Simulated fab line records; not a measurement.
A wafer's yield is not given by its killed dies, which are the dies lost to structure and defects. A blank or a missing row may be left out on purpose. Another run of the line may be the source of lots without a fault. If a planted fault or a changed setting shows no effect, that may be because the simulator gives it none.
Which tool did it?	flow gf180mcu	30 wafers from 10 lots sampled at 6 of the route's 602 steps

WHAT EACH GAUGE READ, for each wafer
GF_V3_THK_MEAS_03. Usual: for V3_CVD_02_THK the level is 854 nm and the standard deviation is 12.
lot	measured	on	V3_CVD_02_THK (nm)	flag
L139	day 22 00:35	film-metro-04	836 839 859	
L136	day 22 06:09	film-metro-04	854 873 863	
L142	day 22 19:35	film-metro-01	860 888 877	
L145	day 23 21:19	film-metro-04	844 868 861	
L148	day 24 16:35	film-metro-01	863 862 855	
L149	day 25 02:48	film-metro-01	850 834 852	
L151	day 26 03:00	film-metro-02	855 867 865	
L155	day 27 04:14	film-metro-01	841 815 835	
L158	day 28 09:01	film-metro-02	825 864 848	
L159	day 28 12:23	film-metro-01	862 864 848	

GF_V3_BOW_MEAS_05. Usual: for V3_BOW the level is 115 um and the standard deviation is 9.7.
lot	measured	on	V3_BOW (um)	flag
L139	day 22 00:56	film-metro-02	106 117 108	
L136	day 22 06:31	film-metro-02	110 112 125	
L142	day 22 20:12	film-metro-02	123 128 123	
L145	day 23 21:41	film-metro-04	100 99 99	
L148	day 24 16:59	film-metro-04	105 111 110	
L149	day 25 03:14	film-metro-02	98 109 106	
L151	day 26 03:22	film-metro-02	129 128 114	
L155	day 27 04:35	film-metro-02	117 95 99	
L158	day 28 09:24	film-metro-02	117 106 108	
L159	day 28 12:46	film-metro-04	117 108 103	

GF_V3_RS_MEAS_24: the measuring method here is four-point-probe. Usual: for V3_W_RS the level is 0.327 ohm/sq and the standard deviation is 0.0037.
lot	measured	on	V3_W_RS (ohm/sq)	flag
L139	day 23 00:27	film-metro-02	0.325 0.327 0.325	
L136	day 23 06:37	film-metro-01	0.325 0.328 0.328	
L142	day 23 19:10	film-metro-04	0.325 0.322 0.326	
L145	day 24 21:33	film-metro-01	0.329 0.328 0.330	
L148	day 25 16:26	film-metro-02	0.325 0.328 0.327	
L149	day 26 01:43	film-metro-01	0.326 0.333 0.933 0.326 0.334 0.933	OFF
L151	day 27 02:36	film-metro-01	0.862 0.324 0.877 0.863 0.323 0.878	OFF
L155	day 28 03:42	film-metro-04	0.331 0.328 0.331	
L158	day 29 07:44	film-metro-02	0.329 0.324 0.326	
L159	day 29 11:26	film-metro-01	0.321 0.323 0.328	

GF_V3_THK_MEAS_25: measures by xrf. Usual: for V3_W_THK the level is 346 nm and the standard deviation is 5.2.
lot	measured	on	V3_W_THK (nm)	flag
L139	day 23 00:34	film-metro-02	352 350 354	
L136	day 23 06:44	film-metro-01	344 339 340	
L142	day 23 19:16	film-metro-04	348 353 347	
L145	day 24 21:40	film-metro-01	343 344 344	
L148	day 25 16:31	film-metro-02	353 349 350	
L149	day 26 06:24	film-metro-01	340 334 122 341 335 122	OFF
L151	day 27 08:50	film-metro-01	133 347 131 133 344 130	OFF
L155	day 28 03:49	film-metro-04	340 341 339	
L158	day 29 07:50	film-metro-02	349 356 351	
L159	day 29 11:32	film-metro-01	352 352 344	

WHICH TOOL RAN EACH LOT (tool, then ch and the chambers of the sampled wafers, then the start)
lot	GF_M3_SPUTTER_03	GF_V3_CVD_23
L139	pvd-sputter-04, day 21 00:54	cvd-w-01 ch 0,1, day 23 00:20
L136	pvd-sputter-01, day 21 06:53	cvd-w-01 ch 0,1, day 23 06:30
L142	pvd-sputter-03, day 21 19:45	cvd-w-01 ch 0,1, day 23 19:02
L145	pvd-sputter-04, day 22 22:00	cvd-w-02 ch 0,1, day 24 21:26
L148	pvd-sputter-04, day 23 17:09	cvd-w-02 ch 0,1, day 25 16:17
L149	pvd-sputter-04, day 24 03:41	cvd-w-01 ch 0,1, day 26 01:37
L151	pvd-sputter-01, day 25 03:42	cvd-w-01 ch 0,1, day 27 02:28
L155	pvd-sputter-03, day 26 05:00	cvd-w-02 ch 0,1, day 28 03:35
L158	pvd-sputter-03, day 27 09:41	cvd-w-02 ch 0,1, day 29 07:38
L159	pvd-sputter-04, day 27 13:44	cvd-w-01 ch 0,1, day 29 11:19
- GF_M3_SPUTTER_03: material Ti, target thk 10 nm, time 6.7 s.
- GF_V3_CVD_23: deposits W, target thk 350 nm, time 104.9 s.

WHAT THE TOOLS THEMSELVES READ (means of the sampled wafers that have a number; where no wafer has one, the mark that the record gives instead)
GF_M3_SPUTTER_03. Usual: throttle-valve-pct at 30.7 %, with a standard deviation of 1.3.
lot	tool	throttle-valve-pct (%)	flag
L139	pvd-sputter-04	31.2	
L136	pvd-sputter-01	31.1	
L142	pvd-sputter-03	31.5	
L145	pvd-sputter-04	30.8	
L148	pvd-sputter-04	30.5	
L149	pvd-sputter-04	31.0	
L151	pvd-sputter-01	31.0	
L155	pvd-sputter-03	29.4	
L158	pvd-sputter-03	31.7	
L159	pvd-sputter-04	30.8	

GF_V3_CVD_23. Usual: chamber-pressure-Torr 40.00 Torr, standard deviation 0.08; heater-power-w 890 W, standard deviation 88.
lot	tool	chamber-pressure-Torr (Torr)	heater-power-w (W)	flag
L139	cvd-w-01	40.07	952	
L136	cvd-w-01	40.07	950	
L142	cvd-w-01	39.93	889	
L145	cvd-w-02	40.01	830	
L148	cvd-w-02	39.96	875	
L149	cvd-w-01	39.96	959	
L151	cvd-w-01	40.07	950	
L155	cvd-w-02	39.95	838	
L158	cvd-w-02	40.06	876	
L159	cvd-w-01	39.96	896	

THE ANSWER, worked out from the rows above alone
Rule: a lot is off if the mean of its wafers that have a number lies more than 3 standard deviations from the usual mean. Also off: a lot with no number at a reading for which 4 or more lots have one. Where the step has rows for the other lots, those lots are counted as sound. First the gauges in route order, then the tools' own readings, where a lot's mean is used as printed above. At the first step where some lot is off, the reading lying furthest off is the one used; lots without a number count as furthest.
Off: at GF_V3_RS_MEAS_24 (V3_W_RS), L149, L151.
A tool fits if, at a process step before that reading, it ran every lot that is off, and no sound lot after the first of them. The gauges at GF_V3_RS_MEAS_24 are tried like those tools. None of those tried fits.

WHAT THE SIMULATOR HAD INSERTED
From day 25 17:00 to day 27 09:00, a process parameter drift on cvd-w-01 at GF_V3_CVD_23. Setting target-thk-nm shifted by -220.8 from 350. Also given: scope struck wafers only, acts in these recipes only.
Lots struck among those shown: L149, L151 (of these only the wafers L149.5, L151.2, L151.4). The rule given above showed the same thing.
